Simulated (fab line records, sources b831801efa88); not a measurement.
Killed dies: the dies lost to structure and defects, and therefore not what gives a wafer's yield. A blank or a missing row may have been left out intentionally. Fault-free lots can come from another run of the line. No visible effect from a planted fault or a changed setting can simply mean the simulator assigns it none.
fab line records	flow sfqLine
record lots=6	wafers=18	lastDay=82
route steps=325 shown M2@92 I2@103 M3@118 I3@133 M8@325
lots that met no fault: from a run of the same line without faults
startH: start of the lot's first displayed wafer, in hours after the record's first day	waitH: hours from the lot's prior step to this one	" unchanged from the row above	L1.1+2: several wafers, shown together as one row	- no value, or no start was given	* or withheld: withheld	< > ~ a bound
route shown NAME@n: a module of which the file shows steps, and the number in the route of the first	usual: the fault-free wafers' mean and standard deviation	same: alike in all rows	chamber/n: place in a boat	sites: the reading at each site	_std_site: standard deviation of those values	_edge_site: inner sites' mean taken away from outer sites' mean	radiusMm: for every site, how far away it sits from the centre of the wafer	mask NAME#n: copy n	behind: the last tool/chamber to shape the wafer	hold: reason for holding the lot/hours on hold/outcome of the hold	device: whichever transistor did not switch (one of n, p or np)	end of line: tests of these same wafers at the route's end	a step without rows: its recipe alone	killed: not the wafer's yield, but the dies lost to structure and defects at the first sort	map: a wafer's dies, marking killed ones x, the rest . and places with no die _
set.NAME: setting as actually run; set.NAME@STEP: the setting as run at that earlier step	model.NAME: the simulator's own value behind a step, which no gauge read
lots seen at some steps along the route; tables by step, rows by wafer
services: from which hour (startH, from the record's first day; less than 0 if before it) a tool's chamber was out of use, for how many hours, and why
## steps
# step SFQ_TRILAYER_M2_LITHO_COAT_062
# recipe resist=BARC	spinRpm=3000	resistThkNm=62
# step SFQ_TRILAYER_M2_LITHO_COAT_057
# recipe resist=KrF	spinRpm=3000	resistThkNm=600
# step SFQ_TRILAYER_M2_LITHO_SOFTBAKE_061
# recipe tempC=withheld	timeS=withheld	resist=KrF
# step SFQ_TRILAYER_M2_LITHO_EXPOSE_058
# recipe maskId=M2	na=0.6	sourceShape=conventional	sigmaOuter=0.65	targetCdNm=500	doseMj=14.4
# step SFQ_TRILAYER_M2_LITHO_PEB_060
# recipe pebTempC=115	pebTimeS=60	resist=KrF
# step SFQ_TRILAYER_M2_LITHO_DEVELOP_059
# recipe timeS=60	resist=KrF
# step SFQ_M2_OVL_MEAS_916
# usual M2_OVL=1/5.7
lot.wafer	tool	chamber	startH	waitH	M2_OVL[nm]
L247.4	overlay-02	-	529.59	0.1	1
L247.5	"	-	"	"	1
L247.6	"	-	"	"	4
L253.1	overlay-01	-	576.77	0.1	2
L253.4	"	-	"	"	-5
L253.5	"	-	"	"	-4
L259.1	overlay-02	-	815.11	0.1	-4
L259.2	"	-	"	"	2
L259.6	"	-	"	"	3
L261.1	overlay-01	-	823.51	0.1	-1
L261.3	"	-	"	"	-7
L261.4	"	-	"	"	2
L266.2	overlay-01	-	893.48	0.1	2
L266.4	"	-	"	"	5
L266.6	"	-	"	"	2
L268.1	overlay-01	-	897.08	0.1	-5
L268.3	"	-	"	"	-9
L268.5	"	-	"	"	-7
# step SFQ_TRILAYER_M2_BARC_OPEN_METAL_ETCH_077
# recipe maskMaterial=PR	chemistry=O2	targetDepthNm=125	target=BARC	icpW=600	biasW=80	pressureMtorr=10	timeS=41.7
# step SFQ_TRILAYER_M2_ETCH_METAL_ETCH_060
# recipe target=Nb	stopOn=SiO2	maskMaterial=PR	chemistry=Cl2/Ar	targetDepthNm=240	icpW=600	biasW=80	pressureMtorr=10	timeS=120
# step SFQ_TRILAYER_M2_STRIP_STRIP_061
# recipe gas=O2	powerW=200	platenTempC=40	overashFraction=0.65	chemistry=O2	pressureMtorr=50
# step SFQ_TRILAYER_M2_STRIP_SOLV_CLEAN_062
# recipe chemistry=NMP	tempC=70	timeS=600
# step SFQ_TRILAYER_I2_DEP_PECVD_063
# recipe material=SiO2	tempC=150	timeS=111.11	pressureTorr=2.4	rfW=183.3	precursor=SiH4/N2O	targetThkNm=500
# usual heaterPowerW=79/18	rfFwdPowerW=182.4/0.63	throttleValvePct=25.1/1.3
lot.wafer	tool	chamber	startH	waitH	heaterPowerW	rfFwdPowerW	throttleValvePct
L247.4	pecvd-03	2	530.60	0.0	52	182.5	25.4
L247.5	"	1	"	"	81	182.2	25.0
L247.6	"	0	"	"	99	183.4	24.0
L253.1	pecvd-02	0	578.12	0.0	108	183.4	22.9
L253.4	"	1	"	"	79	182.2	22.9
L253.5	"	0	"	"	114	183.2	23.0
L259.1	pecvd-03	0	816.10	0.0	97	182.2	24.6
L259.2	"	2	"	"	52	181.5	26.3
L259.6	"	1	"	"	80	183.4	25.4
L261.1	pecvd-02	2	824.50	0.0	85	182.0	22.8
L261.3	"	1	"	"	82	182.0	24.3
L261.4	"	2	"	"	88	181.8	23.0
L266.2	pecvd-02	1	894.47	0.0	81	181.5	24.2
L266.4	"	1	"	"	86	182.3	24.2
L266.6	"	0	"	"	113	182.3	24.0
L268.1	pecvd-01	0	898.07	0.0	58	181.3	26.6
L268.3	"	2	"	"	91	181.9	26.4
L268.5	"	0	"	"	63	182.3	26.4
# step SFQ_TRILAYER_I2_CMP_CMP_064
# recipe material=SiO2	downForcePsi=3	platenRpm=60	padVelocityMS=0.94248
# usual headPressurePsi=3.000/0.0067	motorCurrentA=10.7/0.99	timeToEndpointS=214/6.4
lot.wafer	tool	chamber	startH	waitH	headPressurePsi	motorCurrentA	timeToEndpointS	model.SiO2_of_TRILAYER_I2_DEP_PECVD_063.thkNm
L247.4	cmp-02	0	532.69	2.0	3.009	9.4	210	200.6
L247.6	"	2	533.69	3.0	3.000	8.8	215	199.7
L247.5	"	3	"	"	3.005	10.2	217	199.9
L253.4	cmp-01	2	582.24	4.0	2.993	9.9	207	199
L253.1	"	3	"	"	3.004	10.8	216	199.6
L253.5	"	2	584.24	6.0	3.008	9.8	215	200.3
L259.1	cmp-01	1	817.28	1.1	3.001	12.3	233	180.1
L259.2	"	2	"	"	3.003	9.8	207	199.6
L259.6	"	1	819.28	3.1	2.997	12.7	218	199.9
L261.3	cmp-01	2	828.78	4.2	3.000	10.2	210	200.1
L261.4	"	0	829.78	5.2	2.987	11.4	225	201.4
L261.1	"	1	"	"	3.006	12.1	238	181.2
L266.4	cmp-02	3	921.62	27.1	3.002	9.5	217	198.3
L266.2	"	1	922.62	28.1	3.009	11.1	205	199
L266.6	"	3	923.62	29.1	2.996	9.3	209	199.1
L268.1	cmp-01	0	925.28	27.2	2.997	11.4	210	198.8
L268.3	"	2	926.28	28.2	3.003	9.7	207	198.3
L268.5	"	3	"	"	2.991	11.2	220	200.6
# step SFQ_I2_BOW_MEAS_917
# recipe mode=bow
# usual I2_BOW=3/8
lot.wafer	tool	chamber	startH	waitH	I2_BOW[um]
L247.4	filmMetro-01	-	534.75	1.6	3
L247.5	"	-	"	"	-7
L247.6	"	-	"	"	13
L253.1	filmMetro-02	-	585.24	2.0	-11
L253.4	"	-	"	"	-13
L253.5	"	-	"	"	-3
L259.1	filmMetro-01	-	819.78	2.0	18
L259.2	"	-	"	"	10
L259.6	"	-	"	"	8
L261.1	filmMetro-02	-	831.78	1.0	-8
L261.3	"	-	"	"	-16
L261.4	"	-	"	"	-2
L266.2	filmMetro-02	-	924.14	1.0	-4
L266.4	"	-	"	"	4
L266.6	"	-	"	"	12
L268.1	filmMetro-02	-	927.78	2.0	16
L268.3	"	-	"	"	-8
L268.5	"	-	"	"	2
# step SFQ_TRILAYER_I2_METRO_MEASURE_065
# usual thkNm=200.2/0.91
lot.wafer	tool	chamber	startH	waitH	thkNm
L247.4	filmMetro-01	-	535.41	0.6	200.7
L247.5	"	-	"	"	199.9
L247.6	"	-	"	"	199.8
L253.1	filmMetro-02	-	585.36	0.1	199.8
L253.4	"	-	"	"	198.8
L253.5	"	-	"	"	200.2
L259.1	filmMetro-01	-	819.90	0.1	180.2
L259.2	"	-	"	"	199.5
L259.6	"	-	"	"	199.9
L261.1	filmMetro-02	-	831.90	0.1	181.1
L261.3	"	-	"	"	200.2
L261.4	"	-	"	"	201.5
L266.2	filmMetro-02	-	924.44	0.3	199.0
L266.4	"	-	"	"	198.3
L266.6	"	-	"	"	199.0
L268.1	filmMetro-02	-	927.90	0.1	198.7
L268.3	"	-	"	"	198.3
L268.5	"	-	"	"	200.5
# step SFQ_TRILAYER_I2_VIA_LITHO_COAT_072
# recipe resist=BARC	spinRpm=3000	resistThkNm=62
# step SFQ_TRILAYER_I2_VIA_LITHO_COAT_067
# recipe resist=KrF	spinRpm=3000	resistThkNm=650
# step SFQ_TRILAYER_I2_VIA_LITHO_SOFTBAKE_071
# recipe tempC=withheld	timeS=withheld	resist=KrF
# step SFQ_TRILAYER_I2_VIA_LITHO_EXPOSE_068
# recipe maskId=I2	na=0.6	sourceShape=conventional	sigmaOuter=0.65	targetCdNm=500	doseMj=21.3
# step SFQ_TRILAYER_I2_VIA_LITHO_PEB_070
# recipe pebTempC=115	pebTimeS=60	resist=KrF
# step SFQ_TRILAYER_I2_VIA_LITHO_DEVELOP_069
# recipe timeS=60	resist=KrF
# step SFQ_I2_OVL_MEAS_918
# usual I2_OVL=-1/5.7
lot.wafer	tool	chamber	startH	waitH	I2_OVL[nm]
L247.4	overlay-02	-	690.48	0.1	-1
L247.5	"	-	"	"	-3
L247.6	"	-	"	"	-5
L253.1	overlay-02	-	717.73	0.1	-3
L253.4	"	-	"	"	10
L253.5	"	-	"	"	-2
L259.1	overlay-01	-	953.91	0.1	-5
L259.2	"	-	"	"	-1
L259.6	"	-	"	"	-4
L261.1	overlay-02	-	961.11	0.1	-11
L261.3	"	-	"	"	-13
L261.4	"	-	"	"	-15
L266.2	overlay-01	-	1032.85	0.1	5
L266.4	"	-	"	"	3
L266.6	"	-	"	"	7
L268.1	overlay-01	-	1035.24	0.1	-6
L268.3	"	-	"	"	-5
L268.5	"	-	"	"	-10
# step SFQ_TRILAYER_I2_VIA_BARC_OPEN_VIA_ETCH_096
# recipe maskMaterial=PR	chemistry=O2	targetDepthNm=125	target=BARC	sourceW=500	biasW=80	pressureMtorr=30	timeS=41.7
# step SFQ_TRILAYER_I2_VIA_ETCH_VIA_ETCH_070
# recipe target=SiO2	stopOn=Nb	maskMaterial=PR	taperDeg=20	chemistry=CHF3	targetDepthNm=260	sourceW=500	biasW=80	pressureMtorr=30	timeS=withheld
# usual drypumpMotorCurrentA=5.6/0.65	oesProductAu=0.855/0.0051	rfFwdPowerW=498.0/1.6
lot.wafer	tool	chamber	startH	waitH	drypumpMotorCurrentA	oesProductAu	rfFwdPowerW	model.I2.featureDepthNm	model.etch.depthNm
L247.4	rieDiel-02	3	690.53	0.0	5.8	0.845	497.2	200.6	200.6
L247.5	"	2	"	"	5.6	0.854	499.1	199.9	199.9
L247.6	"	3	"	"	5.8	0.860	497.4	199.7	199.7
L253.1	rieDiel-03	2	717.81	0.0	6.5	0.855	496.7	199.6	199.6
L253.4	"	1	"	"	6.5	0.843	497.2	199	199
L253.5	"	2	"	"	6.5	0.858	497.2	200.3	200.3
L259.1	rieDiel-02	0	953.98	0.0	6.4	0.802	499.6	180.1	180.1
L259.2	"	3	"	"	5.8	0.855	496.4	199.6	199.6
L259.6	"	1	"	"	4.8	0.853	499.6	199.9	199.9
L261.1	rieDiel-03	2	961.18	0.0	6.5	0.805	499.5	181.2	181.2
L261.3	"	3	"	"	5.2	0.851	494.1	200.1	200.1
L261.4	"	0	"	"	5.0	0.866	495.7	201.4	201.4
L266.2	rieDiel-03	2	1032.92	0.0	6.5	0.852	498.6	199	199
L266.4	"	1	"	"	6.5	0.847	496.4	198.3	198.3
L266.6	"	3	"	"	5.2	0.852	496.6	199.1	199.1
L268.1	rieDiel-01	0	1035.32	0.0	5.7	0.854	500.5	198.8	198.8
L268.3	"	3	"	"	6.5	0.850	498.5	198.3	198.3
L268.5	"	1	"	"	4.7	0.860	498.7	200.6	200.6
# step SFQ_TRILAYER_I2_VIA_STRIP_STRIP_071
# recipe gas=O2	powerW=200	platenTempC=40	overashFraction=0.65	chemistry=O2	pressureMtorr=50
# usual drypumpMotorCurrentA=5.7/0.51	oesProductAu=0.999/0.0063
lot.wafer	tool	chamber	startH	waitH	drypumpMotorCurrentA	oesProductAu	rfHoursCounterH
L247.4	rieMetal-01	0	690.85	-	6.1	1.003	-
L247.5	"	0	"	"	6.1	1.010	-
L247.6	"	1	"	"	5.5	1.003	-
L253.1	rieMetal-01	0	717.92	-	6.1	0.997	103
L253.4	"	0	"	"	6.1	1.003	-
L253.5	"	0	"	"	6.1	1.007	-
L259.1	rieMetal-03	1	954.10	-	5.0	0.988	111
L259.2	"	0	"	"	6.1	0.992	78
L259.6	"	1	"	"	5.0	0.993	-
L261.1	rieMetal-02	0	961.30	-	6.4	1.004	111
L261.3	"	0	"	"	6.5	1.005	-
L261.4	"	1	"	"	5.6	1.004	-
L266.2	rieMetal-01	1	1033.23	-	5.5	0.986	-
L266.4	"	1	"	"	5.5	0.985	-
L266.6	"	1	"	"	5.5	0.999	-
L268.1	rieMetal-03	1	1035.43	-	4.9	1.004	121
L268.3	"	1	"	"	4.9	1.001	-
L268.5	"	0	"	"	6.1	0.997	-
# step SFQ_TRILAYER_I2_VIA_STRIP_SOLV_CLEAN_072
# recipe chemistry=NMP	tempC=70	timeS=600
# step SFQ_TRILAYER_M3_DEP_PRE_CLEAN_074
# recipe gas=Ar	timeS=22.5	biasV=250
lot.wafer	tool	chamber	startH	waitH	model.SiO2_of_TRILAYER_I2_DEP_PECVD_063.thkNm
L247.4	pvdSputter-05	-	691.42	0.0	193.1
L247.5	"	-	"	"	192.4
L247.6	"	-	"	"	192.2
L253.1	pvdSputter-06	-	718.70	0.0	192.1
L253.4	"	-	"	"	191.5
L253.5	"	-	"	"	192.8
L259.1	pvdSputter-05	-	954.87	0.0	172.6
L259.2	"	-	"	"	192.1
L259.6	"	-	"	"	192.4
L261.1	pvdSputter-06	-	962.07	0.0	173.7
L261.3	"	-	"	"	192.6
L261.4	"	-	"	"	193.9
L266.2	pvdSputter-06	-	1034.41	0.0	191.5
L266.4	"	-	"	"	190.8
L266.6	"	-	"	"	191.6
L268.1	pvdSputter-05	-	1036.21	0.0	191.3
L268.3	"	-	"	"	190.8
L268.5	"	-	"	"	193.1
# step SFQ_TRILAYER_M3_DEP_SPUTTER_073
# recipe material=Nb	basePressurePa=1.33e-06	chamberPressurePa=0.1333	substrateTempC=20	resputterCathodeVoltageV=400	targetThkNm=200	powerW=2000	timeS=133.3
# usual cathodeDcPowerW=2000.0/0.37	throttleValvePct=30.1/0.92
lot.wafer	tool	chamber	startH	waitH	cathodeDcPowerW	throttleValvePct
L247.4	pvdSputter-05	-	691.45	0.0	2000.3	29.5
L247.5	"	-	"	"	2000.6	31.4
L247.6	"	-	"	"	2000.1	29.3
L253.1	pvdSputter-06	-	718.73	0.0	2000.0	28.6
L253.4	"	-	"	"	2000.1	29.3
L253.5	"	-	"	"	1999.7	29.1
L259.1	pvdSputter-05	-	954.90	0.0	2000.4	29.9
L259.2	"	-	"	"	1999.7	29.2
L259.6	"	-	"	"	1999.9	29.7
L261.1	pvdSputter-06	-	962.10	0.0	2000.1	28.8
L261.3	"	-	"	"	2000.0	29.2
L261.4	"	-	"	"	2000.1	31.5
L266.2	pvdSputter-06	-	1034.43	0.0	1999.4	29.3
L266.4	"	-	"	"	1999.7	30.0
L266.6	"	-	"	"	2000.7	31.0
L268.1	pvdSputter-05	-	1036.23	0.0	2000.4	32.0
L268.3	"	-	"	"	2000.2	29.5
L268.5	"	-	"	"	1999.8	29.4
# step SFQ_M3_RS_MEAS_919
# recipe thkMeasGauge=four-point-probe	reads=Nb_of_TRILAYER_M3_DEP_SPUTTER_073
# usual M3_NB_RS=0.889/0.0073
lot.wafer	tool	chamber	startH	waitH	M3_NB_RS[ohm/sq]
L247.4	filmMetro-01	-	691.60	0.1	0.892
L247.5	"	-	"	"	0.894
L247.6	"	-	"	"	0.892
L253.1	filmMetro-03	-	718.82	0.0	0.891
L253.4	"	-	"	"	0.889
L253.5	"	-	"	"	0.886
L259.1	filmMetro-03	-	954.99	0.0	0.887
L259.2	"	-	"	"	0.884
L259.6	"	-	"	"	0.887
L261.1	filmMetro-02	-	962.19	0.0	0.896
L261.3	"	-	"	"	0.894
L261.4	"	-	"	"	0.894
L266.2	filmMetro-01	-	1034.55	0.1	0.884
L266.4	"	-	"	"	0.887
L266.6	"	-	"	"	0.895
L268.1	filmMetro-03	-	1036.33	0.0	0.890
L268.3	"	-	"	"	0.889
L268.5	"	-	"	"	0.885
# step SFQ_TRILAYER_M3_LITHO_COAT_080
# recipe resist=BARC	spinRpm=3000	resistThkNm=62
# step SFQ_TRILAYER_M3_LITHO_COAT_075
# recipe resist=KrF	spinRpm=3000	resistThkNm=600
# step SFQ_TRILAYER_M3_LITHO_SOFTBAKE_079
# recipe tempC=withheld	timeS=withheld	resist=KrF
# step SFQ_TRILAYER_M3_LITHO_EXPOSE_076
# recipe maskId=M3	na=0.6	sourceShape=conventional	sigmaOuter=0.65	targetCdNm=500	doseMj=14.4
# step SFQ_TRILAYER_M3_LITHO_PEB_078
# recipe pebTempC=115	pebTimeS=60	resist=KrF
# step SFQ_TRILAYER_M3_LITHO_DEVELOP_077
# recipe timeS=60	resist=KrF
# step SFQ_M3_OVL_MEAS_921
# usual M3_OVL=-1/6
lot.wafer	tool	chamber	startH	waitH	M3_OVL[nm]
L247.4	overlay-02	-	831.92	0.1	-12
L247.5	"	-	"	"	-4
L247.6	"	-	"	"	-10
L253.1	overlay-01	-	863.35	0.1	5
L253.4	"	-	"	"	1
L253.5	"	-	"	"	-1
L259.1	overlay-01	-	1071.37	0.1	-4
L259.2	"	-	"	"	-6
L259.6	"	-	"	"	-7
L261.1	overlay-01	-	1085.77	0.1	-1
L261.3	"	-	"	"	4
L261.4	"	-	"	"	7
L266.2	overlay-01	-	1175.77	0.1	2
L266.4	"	-	"	"	-1
L266.6	"	-	"	"	4
L268.1	overlay-02	-	1178.17	0.1	-2
L268.3	"	-	"	"	-5
L268.5	"	-	"	"	0
# step SFQ_TRILAYER_M3_BARC_OPEN_METAL_ETCH_100
# recipe maskMaterial=PR	chemistry=O2	targetDepthNm=125	target=BARC	icpW=600	biasW=80	pressureMtorr=10	timeS=41.7
# usual drypumpMotorCurrentA=5.7/0.42	oesProductAu=0.686/0.0046	rfFwdPowerW=593.5/2.7
lot.wafer	tool	chamber	startH	waitH	drypumpMotorCurrentA	oesProductAu	rfFwdPowerW	rfHoursCounterH
L247.4	rieMetal-01	1	831.96	0.0	5.5	0.689	593.7	-
L247.5	"	0	"	"	6.1	0.678	595.8	-
L247.6	"	1	"	"	5.5	0.685	596.1	-
L253.1	rieMetal-02	1	863.39	0.0	5.6	0.683	586.5	87
L253.4	"	1	"	"	5.6	0.680	590.7	-
L253.5	"	0	"	"	6.4	0.681	595.0	-
L259.1	rieMetal-01	1	1071.40	0.0	5.5	0.691	593.9	91
L259.2	"	0	"	"	6.1	0.688	591.8	4
L259.6	"	1	"	"	5.5	0.692	593.7	-
L261.1	rieMetal-04	1	1085.80	0.0	5.0	0.687	594.6	80
L261.3	"	0	"	"	5.3	0.682	592.0	-
L261.4	"	1	"	"	5.0	0.683	594.3	-
L266.2	rieMetal-01	1	1175.80	0.0	5.5	0.680	594.7	106
L266.4	"	1	"	"	5.5	0.685	593.6	-
L266.6	"	1	"	"	5.5	0.686	593.5	-
L268.1	rieMetal-02	1	1178.20	0.0	5.6	0.682	586.8	132
L268.3	"	1	"	"	5.6	0.685	587.7	-
L268.5	"	1	"	"	5.6	0.687	586.9	-
# step SFQ_TRILAYER_M3_ETCH_METAL_ETCH_078
# recipe target=Nb	stopOn=SiO2	maskMaterial=PR	chemistry=Cl2/Ar	targetDepthNm=240	icpW=600	biasW=80	pressureMtorr=10	timeS=120
# step SFQ_TRILAYER_M3_STRIP_STRIP_079
# recipe gas=O2	powerW=200	platenTempC=40	overashFraction=0.65	chemistry=O2	pressureMtorr=50
# usual drypumpMotorCurrentA=5.7/0.42	oesProductAu=0.998/0.0072
lot.wafer	tool	chamber	startH	waitH	drypumpMotorCurrentA	oesProductAu	rfHoursCounterH
L247.4	rieMetal-01	1	832.33	0.2	5.5	0.996	-
L247.5	"	0	"	"	6.1	1.004	-
L247.6	"	1	"	"	5.5	0.989	-
L253.1	rieMetal-02	1	863.57	0.1	5.6	0.989	87
L253.4	"	1	"	"	5.6	0.995	-
L253.5	"	0	"	"	6.4	0.994	-
L259.1	rieMetal-01	1	1071.59	0.1	5.5	0.999	91
L259.2	"	0	"	"	6.1	0.991	4
L259.6	"	1	"	"	5.5	0.983	-
L261.1	rieMetal-04	1	1085.99	0.1	5.0	1.005	80
L261.3	"	0	"	"	5.3	1.005	-
L261.4	"	1	"	"	5.0	1.006	-
L266.2	rieMetal-01	1	1175.99	0.1	5.5	1.006	107
L266.4	"	1	"	"	5.5	0.995	-
L266.6	"	1	"	"	5.5	0.995	-
L268.1	rieMetal-02	1	1178.57	0.2	5.6	1.007	132
L268.3	"	1	"	"	5.6	1.000	-
L268.5	"	1	"	"	5.6	1.011	-
# step SFQ_TRILAYER_M3_STRIP_SOLV_CLEAN_080
# recipe chemistry=NMP	tempC=70	timeS=600
# step SFQ_TRILAYER_I3_DEP_PECVD_081
# recipe material=SiO2	tempC=150	timeS=111.11	pressureTorr=2.4	rfW=183.3	precursor=SiH4/N2O	targetThkNm=500
# step SFQ_M8_BOW_MEAS_951
# recipe mode=bow
# usual M8_BOW=8/11
lot.wafer	tool	chamber	startH	waitH	M8_BOW[um]	model.etest.i2.linkOhm
L247.4	filmMetro-02	-	1782.43	0.1	5	1.981
L247.5	"	-	"	"	-4	1.981
L247.6	"	-	"	"	16	1.968
L253.1	filmMetro-02	-	1823.17	0.0	-14	1.97
L253.4	"	-	"	"	-17	1.971
L253.5	"	-	"	"	-9	1.97
L259.1	filmMetro-04	-	1905.52	0.0	32	1.938
L259.2	"	-	"	"	23	1.955
L259.6	"	-	"	"	21	1.958
L261.1	filmMetro-01	-	1921.21	0.0	-3	1.954
L261.3	"	-	"	"	-11	1.967
L261.4	"	-	"	"	4	1.966
L266.2	filmMetro-02	-	1954.97	0.0	-3	1.986
L266.4	"	-	"	"	3	1.983
L266.6	"	-	"	"	12	1.989
L268.1	filmMetro-04	-	1958.55	0.0	24	1.979
L268.3	"	-	"	"	-2	1.979
L268.5	"	-	"	"	10	1.968
## services
tool	chamber	startH	hours	kind
pvdSputter-06	-	513.38	13.6	repair
pvdSputter-06	-	536.26	5.8	repair
pvdSputter-05	-	552.67	10.8	repair
rieMetal-02	0	561.76	15.5	repair
pvdSputter-05	-	595.01	3.6	repair
pvdSputter-05	-	596.20	8.8	repair
pvdSputter-05	-	615.37	5.1	repair
rieMetal-01	-	704.15	0.5	repair
rieMetal-02	-	718.40	2.8	pm
rieMetal-01	0	722.95	15.1	repair
rieMetal-01	-	781.79	28.1	pm
pvdSputter-06	-	788.84	1.9	repair
pvdSputter-05	-	827.66	2.2	repair
pvdSputter-06	-	903.01	3.6	repair
pvdSputter-05	-	955.95	3.6	repair
rieMetal-02	-	997.45	14.6	pm
rieMetal-02	0	1012.95	3.4	repair
rieMetal-01	1	1055.09	7.8	repair
rieMetal-02	-	1076.76	1.4	pm
pvdSputter-05	-	1080.81	1.6	repair
pvdSputter-06	-	1083.72	1.4	repair
rieMetal-01	-	1084.43	2.8	pm
pvdSputter-06	-	1092.58	38.4	repair
rieMetal-02	1	1133.86	3.6	repair
## key
firstSign step=SFQ_TRILAYER_I2_CMP_CMP_064	reading=timeToEndpointS	direction=up	sigmas=3.4	usual=*	struck=*
effect step=SFQ_TRILAYER_I2_METRO_MEASURE_065	reading=thkNm	direction=down	sigmas=21	usual=200.2	struck=180.7
effect step=SFQ_TRILAYER_I2_VIA_ETCH_VIA_ETCH_070	reading=oesProductAu	direction=down	sigmas=10	usual=0.855	struck=0.803
modelEffect step=SFQ_TRILAYER_I2_CMP_CMP_064	value=SiO2_of_TRILAYER_I2_DEP_PECVD_063.thkNm	without=200.7	struck=180.7
modelEffect step=SFQ_TRILAYER_I2_VIA_ETCH_VIA_ETCH_070	value=I2.featureDepthNm	without=200.7	struck=180.7
modelEffect step=SFQ_TRILAYER_M3_DEP_PRE_CLEAN_074	value=SiO2_of_TRILAYER_I2_DEP_PECVD_063.thkNm	without=193.2	struck=173.2
modelEffect step=SFQ_M8_BOW_MEAS_951	value=etest.i2.linkOhm	without=1.965	struck=1.946
metAt SFQ_TRILAYER_I2_CMP_CMP_064
struckWafers L259.1,L261.1
fault kind=processParameterDrift	tool=cmp-01	chamber=-	onsetH=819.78	steps=SFQ_TRILAYER_I2_CMP_CMP_064	channel=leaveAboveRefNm	offset=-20	shape=step	endH=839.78	scope=struckWafersOnly	actsIn=theseRecipesOnly	stated=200
